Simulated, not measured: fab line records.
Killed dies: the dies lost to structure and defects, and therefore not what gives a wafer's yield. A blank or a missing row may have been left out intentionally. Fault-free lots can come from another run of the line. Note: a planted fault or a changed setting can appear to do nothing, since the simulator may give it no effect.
fab line records / flow gf180mcu
record: lots: 14 wafers: 42 lastDay: 34
route steps=602 shown DNWELL@39 MVSD@73 M2@378 V2@396
lots with no fault: from the same line, run without faults
startH: hours from the record's opening day to when the first of the lot's shown wafers began / waitH: hours from the lot's prior step to this one / " repeats the value in the row above / L1.1+2: one row covering several wafers at once / - either no value or no given start / * or withheld: withheld / < > ~ a bound
route shown NAME@n: NAME is a module with steps in the file, n the number in the route of the first one / usual: mean and standard deviation over wafers with no fault / same: alike in all rows / chamber/n: place in a boat / sites: readings site by site / _std_site: their standard deviation / _edge_site: inner sites' mean taken away from outer sites' mean / radiusMm: for every site, how far away it sits from the centre of the wafer / mask NAME#n: copy n / behind: tool/chamber where the wafer was last shaped / hold: the reason the lot was held/the length of the hold in hours/how it ended / device: the transistor (n, p or np) that didn't switch / end of line: the route-end tests of the same wafers / where a step has no rows: the recipe by itself / killed: at the first sort, the dies lost to defects and structure; wafer yield is something else / map: shows each die of a wafer: x if killed, . if not, _ if none is there
set.NAME: the setting as run; set.NAME@STEP: as run at that earlier step / model.NAME: the simulator's own value behind a step, which no gauge read
the route's steps for a sample of lots (tables are steps, rows are wafers)
services: from which hour (startH, from the record's first day; less than 0 if before it) a tool's chamber was out of use, for how many hours, and why
== steps ==
step: GF_DNWELL_IMPLANT_07
recipe: species: P energyKev: 1500 doseCm2: 1e+13 tiltDeg: 0
usual: doseIonsCm2: 1e+13/1.2e+10
lot.wafer=L517.2 tool=implanter-02 chamber=0 startH=45.20 waitH=- doseIonsCm2=9.981e+12
lot.wafer=L517.4 tool=implanter-02 chamber=0 startH=45.20 waitH=- doseIonsCm2=9.994e+12
lot.wafer=L517.5 tool=implanter-02 chamber=0 startH=45.20 waitH=- doseIonsCm2=9.991e+12
lot.wafer=L518.3 tool=implanter-03 chamber=0 startH=48.88 waitH=- doseIonsCm2=9.982e+12
lot.wafer=L518.4 tool=implanter-03 chamber=0 startH=48.88 waitH=- doseIonsCm2=9.993e+12
lot.wafer=L518.5 tool=implanter-03 chamber=0 startH=48.88 waitH=- doseIonsCm2=9.975e+12
lot.wafer=L519.2 tool=implanter-03 chamber=0 startH=53.20 waitH=- doseIonsCm2=1.0003e+13
lot.wafer=L519.4 tool=implanter-03 chamber=0 startH=53.20 waitH=- doseIonsCm2=1.0017e+13
lot.wafer=L519.6 tool=implanter-03 chamber=0 startH=53.20 waitH=- doseIonsCm2=1.0024e+13
lot.wafer=L521.1 tool=implanter-01 chamber=0 startH=63.52 waitH=- doseIonsCm2=9.991e+12
lot.wafer=L521.3 tool=implanter-01 chamber=0 startH=63.52 waitH=- doseIonsCm2=9.982e+12
lot.wafer=L521.6 tool=implanter-01 chamber=0 startH=63.52 waitH=- doseIonsCm2=1.0008e+13
lot.wafer=L522.2 tool=implanter-02 chamber=0 startH=68.49 waitH=- doseIonsCm2=9.981e+12
lot.wafer=L522.3 tool=implanter-02 chamber=0 startH=68.49 waitH=- doseIonsCm2=1.0006e+13
lot.wafer=L522.5 tool=implanter-02 chamber=0 startH=68.49 waitH=- doseIonsCm2=1.0006e+13
lot.wafer=L523.2 tool=implanter-01 chamber=0 startH=75.30 waitH=- doseIonsCm2=1.0045e+13
lot.wafer=L523.4 tool=implanter-01 chamber=0 startH=75.30 waitH=- doseIonsCm2=1.0007e+13
lot.wafer=L523.5 tool=implanter-01 chamber=0 startH=75.30 waitH=- doseIonsCm2=1.0018e+13
lot.wafer=L525.2 tool=implanter-02 chamber=0 startH=85.40 waitH=- doseIonsCm2=1.0023e+13
lot.wafer=L525.3 tool=implanter-02 chamber=0 startH=85.40 waitH=- doseIonsCm2=1.0013e+13
lot.wafer=L525.6 tool=implanter-02 chamber=0 startH=85.40 waitH=- doseIonsCm2=1.0026e+13
lot.wafer=L526.1 tool=implanter-02 chamber=0 startH=91.13 waitH=- doseIonsCm2=9.999e+12
lot.wafer=L526.3 tool=implanter-02 chamber=0 startH=91.13 waitH=- doseIonsCm2=9.995e+12
lot.wafer=L526.6 tool=implanter-02 chamber=0 startH=91.13 waitH=- doseIonsCm2=1.0012e+13
lot.wafer=L528.1 tool=implanter-02 chamber=0 startH=102.92 waitH=- doseIonsCm2=1.0323e+13
lot.wafer=L528.3 tool=implanter-02 chamber=0 startH=102.92 waitH=- doseIonsCm2=1.0355e+13
lot.wafer=L528.6 tool=implanter-02 chamber=0 startH=102.92 waitH=- doseIonsCm2=1.0365e+13
lot.wafer=L530.1 tool=implanter-02 chamber=0 startH=111.37 waitH=- doseIonsCm2=1.0362e+13
lot.wafer=L530.2 tool=implanter-02 chamber=0 startH=111.37 waitH=- doseIonsCm2=1.0355e+13
lot.wafer=L530.3 tool=implanter-02 chamber=0 startH=111.37 waitH=- doseIonsCm2=1.0355e+13
lot.wafer=L535.3 tool=implanter-01 chamber=0 startH=139.58 waitH=- doseIonsCm2=9.986e+12
lot.wafer=L535.5 tool=implanter-01 chamber=0 startH=139.58 waitH=- doseIonsCm2=1.0005e+13
lot.wafer=L535.6 tool=implanter-01 chamber=0 startH=139.58 waitH=- doseIonsCm2=1.0002e+13
lot.wafer=L538.3 tool=implanter-01 chamber=0 startH=155.43 waitH=- doseIonsCm2=9.988e+12
lot.wafer=L538.4 tool=implanter-01 chamber=0 startH=155.43 waitH=- doseIonsCm2=1.0001e+13
lot.wafer=L538.5 tool=implanter-01 chamber=0 startH=155.43 waitH=- doseIonsCm2=9.993e+12
lot.wafer=L539.1 tool=implanter-01 chamber=0 startH=159.12 waitH=- doseIonsCm2=9.996e+12
lot.wafer=L539.2 tool=implanter-01 chamber=0 startH=159.12 waitH=- doseIonsCm2=1e+13
lot.wafer=L539.4 tool=implanter-01 chamber=0 startH=159.12 waitH=- doseIonsCm2=9.991e+12
lot.wafer=L540.1 tool=implanter-03 chamber=0 startH=165.12 waitH=- doseIonsCm2=1.0003e+13
lot.wafer=L540.2 tool=implanter-03 chamber=0 startH=165.12 waitH=- doseIonsCm2=9.994e+12
lot.wafer=L540.4 tool=implanter-03 chamber=0 startH=165.12 waitH=- doseIonsCm2=9.981e+12
step: GF_MVSD_OVL_MEAS_07
usual: MVSD_OVL: -0.8/1.6
lot.wafer=L517.2 tool=overlay-01 chamber=- startH=85.03 waitH=- MVSD_OVL[nm]=-1.3
lot.wafer=L517.4 tool=overlay-01 chamber=- startH=85.03 waitH=- MVSD_OVL[nm]=-0.3
lot.wafer=L517.5 tool=overlay-01 chamber=- startH=85.03 waitH=- MVSD_OVL[nm]=-2.7
lot.wafer=L518.3 tool=overlay-02 chamber=- startH=89.14 waitH=- MVSD_OVL[nm]=-1.4
lot.wafer=L518.4 tool=overlay-02 chamber=- startH=89.14 waitH=- MVSD_OVL[nm]=1.9
lot.wafer=L518.5 tool=overlay-02 chamber=- startH=89.14 waitH=- MVSD_OVL[nm]=1.2
lot.wafer=L519.2 tool=overlay-01 chamber=- startH=94.28 waitH=- MVSD_OVL[nm]=-3.1
lot.wafer=L519.4 tool=overlay-01 chamber=- startH=94.28 waitH=- MVSD_OVL[nm]=-1.8
lot.wafer=L519.6 tool=overlay-01 chamber=- startH=94.28 waitH=- MVSD_OVL[nm]=-2.3
lot.wafer=L521.1 tool=overlay-01 chamber=- startH=104.42 waitH=- MVSD_OVL[nm]=-2.5
lot.wafer=L521.3 tool=overlay-01 chamber=- startH=104.42 waitH=- MVSD_OVL[nm]=-1.5
lot.wafer=L521.6 tool=overlay-01 chamber=- startH=104.42 waitH=- MVSD_OVL[nm]=-2.3
lot.wafer=L522.2 tool=overlay-02 chamber=- startH=108.32 waitH=- MVSD_OVL[nm]=-1.0
lot.wafer=L522.3 tool=overlay-02 chamber=- startH=108.32 waitH=- MVSD_OVL[nm]=-1.5
lot.wafer=L522.5 tool=overlay-02 chamber=- startH=108.32 waitH=- MVSD_OVL[nm]=-0.7
lot.wafer=L523.2 tool=overlay-02 chamber=- startH=117.63 waitH=- MVSD_OVL[nm]=-1.9
lot.wafer=L523.4 tool=overlay-02 chamber=- startH=117.63 waitH=- MVSD_OVL[nm]=-2.0
lot.wafer=L523.5 tool=overlay-02 chamber=- startH=117.63 waitH=- MVSD_OVL[nm]=-0.7
lot.wafer=L525.2 tool=overlay-02 chamber=- startH=128.23 waitH=- MVSD_OVL[nm]=-0.3
lot.wafer=L525.3 tool=overlay-02 chamber=- startH=128.23 waitH=- MVSD_OVL[nm]=-0.8
lot.wafer=L525.6 tool=overlay-02 chamber=- startH=128.23 waitH=- MVSD_OVL[nm]=-1.0
lot.wafer=L526.1 tool=overlay-01 chamber=- startH=134.77 waitH=- MVSD_OVL[nm]=1.1
lot.wafer=L526.3 tool=overlay-01 chamber=- startH=134.77 waitH=- MVSD_OVL[nm]=1.1
lot.wafer=L526.6 tool=overlay-01 chamber=- startH=134.77 waitH=- MVSD_OVL[nm]=1.0
lot.wafer=L528.1 tool=overlay-02 chamber=- startH=148.72 waitH=- MVSD_OVL[nm]=0.5
lot.wafer=L528.3 tool=overlay-02 chamber=- startH=148.72 waitH=- MVSD_OVL[nm]=0.4
lot.wafer=L528.6 tool=overlay-02 chamber=- startH=148.72 waitH=- MVSD_OVL[nm]=0.1
lot.wafer=L530.1 tool=overlay-01 chamber=- startH=157.62 waitH=- MVSD_OVL[nm]=-2.9
lot.wafer=L530.2 tool=overlay-01 chamber=- startH=157.62 waitH=- MVSD_OVL[nm]=-2.4
lot.wafer=L530.3 tool=overlay-01 chamber=- startH=157.62 waitH=- MVSD_OVL[nm]=-2.1
lot.wafer=L535.3 tool=overlay-01 chamber=- startH=188.73 waitH=- MVSD_OVL[nm]=-2.9
lot.wafer=L535.5 tool=overlay-01 chamber=- startH=188.73 waitH=- MVSD_OVL[nm]=-3.5
lot.wafer=L535.6 tool=overlay-01 chamber=- startH=188.73 waitH=- MVSD_OVL[nm]=-2.3
lot.wafer=L538.3 tool=overlay-01 chamber=- startH=205.48 waitH=- MVSD_OVL[nm]=-1.5
lot.wafer=L538.4 tool=overlay-01 chamber=- startH=205.48 waitH=- MVSD_OVL[nm]=-1.5
lot.wafer=L538.5 tool=overlay-01 chamber=- startH=205.48 waitH=- MVSD_OVL[nm]=-1.4
lot.wafer=L539.1 tool=overlay-01 chamber=- startH=209.32 waitH=- MVSD_OVL[nm]=0.1
lot.wafer=L539.2 tool=overlay-01 chamber=- startH=209.32 waitH=- MVSD_OVL[nm]=0.8
lot.wafer=L539.4 tool=overlay-01 chamber=- startH=209.32 waitH=- MVSD_OVL[nm]=0.6
lot.wafer=L540.1 tool=overlay-02 chamber=- startH=216.47 waitH=- MVSD_OVL[nm]=-2.0
lot.wafer=L540.2 tool=overlay-02 chamber=- startH=216.47 waitH=- MVSD_OVL[nm]=-1.1
lot.wafer=L540.4 tool=overlay-02 chamber=- startH=216.47 waitH=- MVSD_OVL[nm]=-1.3
step: GF_M2_METAL_ETCH_16
recipe: chemistry: Cl2/BCl3 maskMaterial: KrF targetDepthNm: 627.5 stopOn: SiO2 pressureMtorr: 8 icpW: 800 biasW: 140 Cl2_flow_sccm: 80 bcl3FlowSccm: 40 timeS: 104.6
usual: biasW: 140.0/0.44 drypumpMotorCurrentA: 5.95/0.22 oesProductAu: 0.972/0.008 throttleValvePct: 28.250/0.013
lot.wafer=L517.2 tool=rieMetal-03 chamber=1 startH=438.82 waitH=0.0 biasW=139.9 drypumpMotorCurrentA=6.07 oesProductAu=0.975 rfHoursCounterH=12 throttleValvePct=28.246
lot.wafer=L517.4 tool=rieMetal-03 chamber=0 startH=438.82 waitH=0.0 biasW=140.0 drypumpMotorCurrentA=6.10 oesProductAu=0.968 rfHoursCounterH=- throttleValvePct=28.256
lot.wafer=L517.5 tool=rieMetal-03 chamber=1 startH=438.82 waitH=0.0 biasW=140.0 drypumpMotorCurrentA=6.06 oesProductAu=0.979 rfHoursCounterH=- throttleValvePct=28.249
lot.wafer=L518.3 tool=rieMetal-04 chamber=1 startH=456.41 waitH=0.1 biasW=139.0 drypumpMotorCurrentA=5.53 oesProductAu=0.974 rfHoursCounterH=- throttleValvePct=28.241
lot.wafer=L518.4 tool=rieMetal-04 chamber=0 startH=456.41 waitH=0.1 biasW=140.6 drypumpMotorCurrentA=6.19 oesProductAu=0.966 rfHoursCounterH=- throttleValvePct=28.259
lot.wafer=L518.5 tool=rieMetal-04 chamber=0 startH=456.41 waitH=0.1 biasW=140.0 drypumpMotorCurrentA=6.18 oesProductAu=0.974 rfHoursCounterH=- throttleValvePct=28.262
lot.wafer=L519.2 tool=rieMetal-03 chamber=1 startH=457.87 waitH=0.0 biasW=139.2 drypumpMotorCurrentA=6.07 oesProductAu=0.971 rfHoursCounterH=12 throttleValvePct=28.255
lot.wafer=L519.4 tool=rieMetal-03 chamber=1 startH=457.87 waitH=0.0 biasW=139.8 drypumpMotorCurrentA=6.06 oesProductAu=0.973 rfHoursCounterH=- throttleValvePct=28.244
lot.wafer=L519.6 tool=rieMetal-03 chamber=1 startH=457.87 waitH=0.0 biasW=139.9 drypumpMotorCurrentA=6.06 oesProductAu=0.986 rfHoursCounterH=- throttleValvePct=28.243
lot.wafer=L521.1 tool=rieMetal-03 chamber=0 startH=476.27 waitH=0.0 biasW=140.3 drypumpMotorCurrentA=6.14 oesProductAu=0.980 rfHoursCounterH=7 throttleValvePct=28.247
lot.wafer=L521.3 tool=rieMetal-03 chamber=0 startH=476.27 waitH=0.0 biasW=140.2 drypumpMotorCurrentA=6.19 oesProductAu=0.975 rfHoursCounterH=- throttleValvePct=28.275
lot.wafer=L521.6 tool=rieMetal-03 chamber=0 startH=476.27 waitH=0.0 biasW=140.5 drypumpMotorCurrentA=6.18 oesProductAu=0.976 rfHoursCounterH=- throttleValvePct=28.251
lot.wafer=L522.2 tool=rieMetal-01 chamber=0 startH=487.32 waitH=0.0 biasW=140.0 drypumpMotorCurrentA=5.81 oesProductAu=0.965 rfHoursCounterH=0 throttleValvePct=28.235
lot.wafer=L522.3 tool=rieMetal-01 chamber=1 startH=487.32 waitH=0.0 biasW=139.6 drypumpMotorCurrentA=5.86 oesProductAu=0.973 rfHoursCounterH=- throttleValvePct=28.250
lot.wafer=L522.5 tool=rieMetal-01 chamber=0 startH=487.32 waitH=0.0 biasW=139.9 drypumpMotorCurrentA=5.86 oesProductAu=0.972 rfHoursCounterH=- throttleValvePct=28.258
lot.wafer=L523.2 tool=rieMetal-01 chamber=0 startH=499.87 waitH=0.0 biasW=140.3 drypumpMotorCurrentA=5.82 oesProductAu=0.973 rfHoursCounterH=1 throttleValvePct=28.247
lot.wafer=L523.4 tool=rieMetal-01 chamber=0 startH=499.87 waitH=0.0 biasW=140.1 drypumpMotorCurrentA=5.84 oesProductAu=0.987 rfHoursCounterH=- throttleValvePct=28.225
lot.wafer=L523.5 tool=rieMetal-01 chamber=0 startH=499.87 waitH=0.0 biasW=139.9 drypumpMotorCurrentA=5.85 oesProductAu=0.982 rfHoursCounterH=- throttleValvePct=28.236
lot.wafer=L526.1 tool=rieMetal-03 chamber=1 startH=518.92 waitH=0.0 biasW=139.5 drypumpMotorCurrentA=6.04 oesProductAu=0.977 rfHoursCounterH=1 throttleValvePct=28.229
lot.wafer=L526.3 tool=rieMetal-03 chamber=1 startH=518.92 waitH=0.0 biasW=139.6 drypumpMotorCurrentA=6.03 oesProductAu=0.974 rfHoursCounterH=- throttleValvePct=28.254
lot.wafer=L526.6 tool=rieMetal-03 chamber=0 startH=518.92 waitH=0.0 biasW=139.2 drypumpMotorCurrentA=6.14 oesProductAu=0.974 rfHoursCounterH=- throttleValvePct=28.224
lot.wafer=L525.2 tool=rieMetal-04 chamber=0 startH=522.82 waitH=0.0 biasW=140.0 drypumpMotorCurrentA=6.19 oesProductAu=0.967 rfHoursCounterH=2 throttleValvePct=28.264
lot.wafer=L525.3 tool=rieMetal-04 chamber=0 startH=522.82 waitH=0.0 biasW=140.4 drypumpMotorCurrentA=6.20 oesProductAu=0.964 rfHoursCounterH=- throttleValvePct=28.245
lot.wafer=L525.6 tool=rieMetal-04 chamber=1 startH=522.82 waitH=0.0 biasW=139.9 drypumpMotorCurrentA=5.49 oesProductAu=0.968 rfHoursCounterH=- throttleValvePct=28.253
lot.wafer=L528.1 tool=rieMetal-01 chamber=0 startH=538.37 waitH=0.0 biasW=139.4 drypumpMotorCurrentA=5.84 oesProductAu=0.978 rfHoursCounterH=2 throttleValvePct=28.232
lot.wafer=L528.3 tool=rieMetal-01 chamber=0 startH=538.37 waitH=0.0 biasW=139.6 drypumpMotorCurrentA=5.84 oesProductAu=0.978 rfHoursCounterH=- throttleValvePct=28.247
lot.wafer=L528.6 tool=rieMetal-01 chamber=0 startH=538.37 waitH=0.0 biasW=139.8 drypumpMotorCurrentA=5.87 oesProductAu=0.989 rfHoursCounterH=- throttleValvePct=28.228
lot.wafer=L530.1 tool=rieMetal-03 chamber=1 startH=550.54 waitH=0.0 biasW=139.2 drypumpMotorCurrentA=6.06 oesProductAu=0.959 rfHoursCounterH=2 throttleValvePct=28.278
lot.wafer=L530.2 tool=rieMetal-03 chamber=0 startH=550.54 waitH=0.0 biasW=140.3 drypumpMotorCurrentA=6.15 oesProductAu=0.963 rfHoursCounterH=8 throttleValvePct=28.263
lot.wafer=L530.3 tool=rieMetal-03 chamber=0 startH=550.54 waitH=0.0 biasW=140.7 drypumpMotorCurrentA=6.12 oesProductAu=0.975 rfHoursCounterH=- throttleValvePct=28.228
lot.wafer=L535.3 tool=rieMetal-01 chamber=1 startH=587.65 waitH=0.1 biasW=140.3 drypumpMotorCurrentA=5.87 oesProductAu=0.964 rfHoursCounterH=- throttleValvePct=28.274
lot.wafer=L535.5 tool=rieMetal-01 chamber=1 startH=587.65 waitH=0.1 biasW=140.2 drypumpMotorCurrentA=5.86 oesProductAu=0.974 rfHoursCounterH=- throttleValvePct=28.257
lot.wafer=L535.6 tool=rieMetal-01 chamber=1 startH=587.65 waitH=0.1 biasW=140.7 drypumpMotorCurrentA=5.87 oesProductAu=0.984 rfHoursCounterH=- throttleValvePct=28.246
lot.wafer=L538.3 tool=rieMetal-01 chamber=1 startH=607.02 waitH=0.1 biasW=141.1 drypumpMotorCurrentA=5.84 oesProductAu=0.988 rfHoursCounterH=- throttleValvePct=28.226
lot.wafer=L538.4 tool=rieMetal-01 chamber=1 startH=607.02 waitH=0.1 biasW=139.9 drypumpMotorCurrentA=5.89 oesProductAu=0.965 rfHoursCounterH=- throttleValvePct=28.255
lot.wafer=L538.5 tool=rieMetal-01 chamber=1 startH=607.02 waitH=0.1 biasW=140.6 drypumpMotorCurrentA=5.87 oesProductAu=0.971 rfHoursCounterH=- throttleValvePct=28.242
lot.wafer=L539.1 tool=rieMetal-03 chamber=0 startH=613.32 waitH=0.0 biasW=140.0 drypumpMotorCurrentA=6.14 oesProductAu=0.968 rfHoursCounterH=10 throttleValvePct=28.248
lot.wafer=L539.2 tool=rieMetal-03 chamber=1 startH=613.32 waitH=0.0 biasW=139.5 drypumpMotorCurrentA=6.02 oesProductAu=0.966 rfHoursCounterH=3 throttleValvePct=28.261
lot.wafer=L539.4 tool=rieMetal-03 chamber=1 startH=613.32 waitH=0.0 biasW=140.2 drypumpMotorCurrentA=6.03 oesProductAu=0.964 rfHoursCounterH=- throttleValvePct=28.265
lot.wafer=L540.1 tool=rieMetal-01 chamber=1 startH=625.74 waitH=0.0 biasW=140.6 drypumpMotorCurrentA=5.86 oesProductAu=0.973 rfHoursCounterH=4 throttleValvePct=28.248
lot.wafer=L540.2 tool=rieMetal-01 chamber=1 startH=625.74 waitH=0.0 biasW=140.1 drypumpMotorCurrentA=5.88 oesProductAu=0.964 rfHoursCounterH=- throttleValvePct=28.265
lot.wafer=L540.4 tool=rieMetal-01 chamber=1 startH=625.74 waitH=0.0 biasW=139.9 drypumpMotorCurrentA=5.87 oesProductAu=0.979 rfHoursCounterH=- throttleValvePct=28.225
step: GF_V2_CD_MEAS_14
recipe: targetCdNm: 260
usual: cdNm: 259.8/1.4
lot.wafer=L517.2 tool=cdSem-01 chamber=- startH=463.94 waitH=0.1 cdNm=260.4
lot.wafer=L517.4 tool=cdSem-01 chamber=- startH=463.94 waitH=0.1 cdNm=261.2
lot.wafer=L517.5 tool=cdSem-01 chamber=- startH=463.94 waitH=0.1 cdNm=260.5
lot.wafer=L518.3 tool=cdSem-02 chamber=- startH=481.51 waitH=0.1 cdNm=261.8
lot.wafer=L518.4 tool=cdSem-02 chamber=- startH=481.51 waitH=0.1 cdNm=261.8
lot.wafer=L518.5 tool=cdSem-02 chamber=- startH=481.51 waitH=0.1 cdNm=261.7
lot.wafer=L519.2 tool=cdSem-02 chamber=- startH=483.18 waitH=0.1 cdNm=260.7
lot.wafer=L519.4 tool=cdSem-02 chamber=- startH=483.18 waitH=0.1 cdNm=261.3
lot.wafer=L519.6 tool=cdSem-02 chamber=- startH=483.18 waitH=0.1 cdNm=260.6
lot.wafer=L521.1 tool=cdSem-02 chamber=- startH=501.47 waitH=0.1 cdNm=257.7
lot.wafer=L521.3 tool=cdSem-02 chamber=- startH=501.47 waitH=0.1 cdNm=257.6
lot.wafer=L521.6 tool=cdSem-02 chamber=- startH=501.47 waitH=0.1 cdNm=257.2
lot.wafer=L522.2 tool=cdSem-02 chamber=- startH=511.21 waitH=0.1 cdNm=259.5
lot.wafer=L522.3 tool=cdSem-02 chamber=- startH=511.21 waitH=0.1 cdNm=260.0
lot.wafer=L522.5 tool=cdSem-02 chamber=- startH=511.21 waitH=0.1 cdNm=259.1
lot.wafer=L523.2 tool=cdSem-01 chamber=- startH=524.64 waitH=0.1 cdNm=258.8
lot.wafer=L523.4 tool=cdSem-01 chamber=- startH=524.64 waitH=0.1 cdNm=258.1
lot.wafer=L523.5 tool=cdSem-01 chamber=- startH=524.64 waitH=0.1 cdNm=258.1
lot.wafer=L526.1 tool=cdSem-01 chamber=- startH=542.77 waitH=0.1 cdNm=260.3
lot.wafer=L526.3 tool=cdSem-01 chamber=- startH=542.77 waitH=0.1 cdNm=261.2
lot.wafer=L526.6 tool=cdSem-01 chamber=- startH=542.77 waitH=0.1 cdNm=261.2
lot.wafer=L525.2 tool=cdSem-01 chamber=- startH=546.26 waitH=0.1 cdNm=260.0
lot.wafer=L525.3 tool=cdSem-01 chamber=- startH=546.26 waitH=0.1 cdNm=260.5
lot.wafer=L525.6 tool=cdSem-01 chamber=- startH=546.26 waitH=0.1 cdNm=261.3
lot.wafer=L528.1 tool=cdSem-01 chamber=- startH=562.11 waitH=0.1 cdNm=258.9
lot.wafer=L528.3 tool=cdSem-01 chamber=- startH=562.11 waitH=0.1 cdNm=258.9
lot.wafer=L528.6 tool=cdSem-01 chamber=- startH=562.11 waitH=0.1 cdNm=259.6
lot.wafer=L530.1 tool=cdSem-01 chamber=- startH=573.57 waitH=0.1 cdNm=259.6
lot.wafer=L530.2 tool=cdSem-01 chamber=- startH=573.57 waitH=0.1 cdNm=260.1
lot.wafer=L530.3 tool=cdSem-01 chamber=- startH=573.57 waitH=0.1 cdNm=260.7
lot.wafer=L535.3 tool=cdSem-02 chamber=- startH=610.06 waitH=0.1 cdNm=260.3
lot.wafer=L535.5 tool=cdSem-02 chamber=- startH=610.06 waitH=0.1 cdNm=260.1
lot.wafer=L535.6 tool=cdSem-02 chamber=- startH=610.06 waitH=0.1 cdNm=260.7
lot.wafer=L538.3 tool=cdSem-01 chamber=- startH=629.03 waitH=0.2 cdNm=261.7
lot.wafer=L538.4 tool=cdSem-01 chamber=- startH=629.03 waitH=0.2 cdNm=260.2
lot.wafer=L538.5 tool=cdSem-01 chamber=- startH=629.03 waitH=0.2 cdNm=261.0
lot.wafer=L539.1 tool=cdSem-01 chamber=- startH=635.12 waitH=0.1 cdNm=260.3
lot.wafer=L539.2 tool=cdSem-01 chamber=- startH=635.12 waitH=0.1 cdNm=260.6
lot.wafer=L539.4 tool=cdSem-01 chamber=- startH=635.12 waitH=0.1 cdNm=260.6
lot.wafer=L540.1 tool=cdSem-01 chamber=- startH=647.51 waitH=0.1 cdNm=261.7
lot.wafer=L540.2 tool=cdSem-01 chamber=- startH=647.51 waitH=0.1 cdNm=262.1
lot.wafer=L540.4 tool=cdSem-01 chamber=- startH=647.51 waitH=0.1 cdNm=260.6
== services ==
tool=rieMetal-01 chamber=0 startH=66.18 hours=11.7 kind=repair
tool=implanter-03 chamber=- startH=73.34 hours=2.4 kind=repair
tool=rieMetal-03 chamber=0 startH=80.39 hours=9.2 kind=repair
tool=implanter-03 chamber=- startH=132.23 hours=3.5 kind=repair
tool=implanter-03 chamber=- startH=144.41 hours=2.6 kind=repair
tool=implanter-03 chamber=- startH=190.18 hours=1.7 kind=repair
tool=implanter-02 chamber=- startH=201.56 hours=7.7 kind=pm
tool=implanter-01 chamber=- startH=211.50 hours=1.3 kind=repair
tool=rieMetal-03 chamber=0 startH=263.18 hours=11.4 kind=repair
tool=rieMetal-01 chamber=- startH=287.20 hours=2.7 kind=repair
tool=implanter-01 chamber=- startH=361.76 hours=2.4 kind=pm
tool=rieMetal-03 chamber=1 startH=368.59 hours=7.3 kind=repair
tool=rieMetal-03 chamber=0 startH=374.46 hours=10.8 kind=repair
tool=implanter-02 chamber=- startH=386.65 hours=4.6 kind=pm
tool=implanter-02 chamber=- startH=395.09 hours=2.3 kind=repair
tool=rieMetal-03 chamber=- startH=403.45 hours=1.3 kind=repair
tool=rieMetal-01 chamber=0 startH=434.42 hours=21.4 kind=repair
tool=implanter-01 chamber=- startH=434.59 hours=6.1 kind=repair
tool=implanter-01 chamber=- startH=451.65 hours=47.0 kind=repair
tool=implanter-02 chamber=- startH=544.77 hours=3.0 kind=repair
tool=rieMetal-03 chamber=0 startH=545.79 hours=3.6 kind=repair
tool=rieMetal-01 chamber=0 startH=565.32 hours=175.0 kind=repair
tool=rieMetal-03 chamber=- startH=584.82 hours=2.4 kind=repair
tool=rieMetal-03 chamber=- startH=587.55 hours=2.8 kind=pm
== key ==
firstSign: step: GF_DNWELL_IMPLANT_07 reading: doseIonsCm2 direction: up sigmas: 29 usual: 1e+13 struck: 1.0352e+13
effect none on later readings
metAt GF_DNWELL_IMPLANT_07
struckLots L528,L530
testerLeftOut L528,L530
notActingAt GF_MVSD_OVL_MEAS_07,GF_M2_METAL_ETCH_16,GF_V2_CD_MEAS_14
onsetBetween 91.13 102.92
fault: kind: processParameterDrift tool: implanter-02 chamber: - onsetH: 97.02 steps: GF_DNWELL_IMPLANT_07 channel: doseCm2 offset: 3.5617e+11 shape: step endH: 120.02 actsIn: theseRecipesOnly stated: 1e+13
testerLeftOut: of these lots the tester's yield and bins aren't shown, on N5 and GAA mostly nor the transistor test; their killed dies are dies lost to structure and defects alone, not to doping, threshold or leakage, so they don't give the yield
